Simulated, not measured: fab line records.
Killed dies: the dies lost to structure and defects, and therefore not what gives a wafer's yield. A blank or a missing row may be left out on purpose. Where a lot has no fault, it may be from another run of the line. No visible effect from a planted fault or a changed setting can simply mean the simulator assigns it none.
One fault seen from 2 desks	flow gf180mcu	numbers are kept per desk, each desk with only its own; the story behind them comes last

TOOL OWNER'S DESK, cvd_w-01
The tool's own readings at GF_V4_CVD_23 (deposits W, target thk 350 nm, time 104.9 s): means of the sampled wafers that have a number, for each lot that ran on this tool. The brackets show how far a lot's mean lies from the usual mean; more than 4 standard deviations puts the lot out of limits, marked OUT.
Columns: A = heater_power_w at GF_V4_CVD_23, usual 857 W
lot	first seen here	A
L847	day 24 05:48	811
L860	day 28 18:39	934
L861	day 28 20:31	772
L862	day 29 13:14	830
This desk found nothing out of limits on any of the 4 lots.

AT THE METROLOGY DESK
Lot by lot, what the gauges showed, no matter which tool ran the lot: averages of those sampled wafers that carry a number. The brackets show how far a lot's mean lies from the usual mean; more than 4 standard deviations puts the lot out of limits, marked OUT.
Columns: A = V4_W_RS at GF_V4_RS_MEAS_24, usual 0.325 ohm/sq; B = V4_W_THK at GF_V4_THK_MEAS_25, usual 358 nm; C = MIM_CVD_05_THK at GF_MIM_THK_MEAS_06, usual 41.9 nm
lot	first seen here	A	B	C
L847	day 24 05:56	0.328	362	42.0
L848	day 24 07:36	0.327	360	41.6
L849	day 24 23:10	0.326	351	42.4
L850	day 25 08:19	0.325	363	42.3
L860	day 28 18:47	0.550 (+59) OUT	213 (-23) OUT	42.3
L861	day 28 20:39	0.397 (+19) OUT	316 (-6.5) OUT	41.6
L862	day 29 13:21	0.401 (+20) OUT	305 (-8.3) OUT	42.2
L863	day 29 23:33	0.329	351	42.5
L866	day 30 15:30	0.330	349	41.6
L867	day 30 21:39	0.324	362	42.5
L868	day 31 02:44	0.326	349	41.8
Finding of this desk: L860, L861, L862 out of limits, first seen on L860 at day 28 18:47 (V4_W_RS at GF_V4_RS_MEAS_24). L847, L848, L849, L850, L863, L866, L867, L868: within limits.

BROUGHT TOGETHER
An alarm was possible from the metrology desk at day 28 18:47, on L860, L861, L862.
The desk of the tool owner found nothing out of limits.
The tool owner's desk has L860, L861, L862 on record, within its limits.
Every lot named ran GF_V4_CVD_23 on cvd_w-01.

WHAT THE SIMULATOR HAD PUT IN
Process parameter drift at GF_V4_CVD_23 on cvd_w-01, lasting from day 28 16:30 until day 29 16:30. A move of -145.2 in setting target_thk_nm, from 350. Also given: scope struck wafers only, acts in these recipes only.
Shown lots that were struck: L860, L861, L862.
Per desk, hours elapsed from the start of the fault to the first reading out of limits: for the metrology desk, 2.
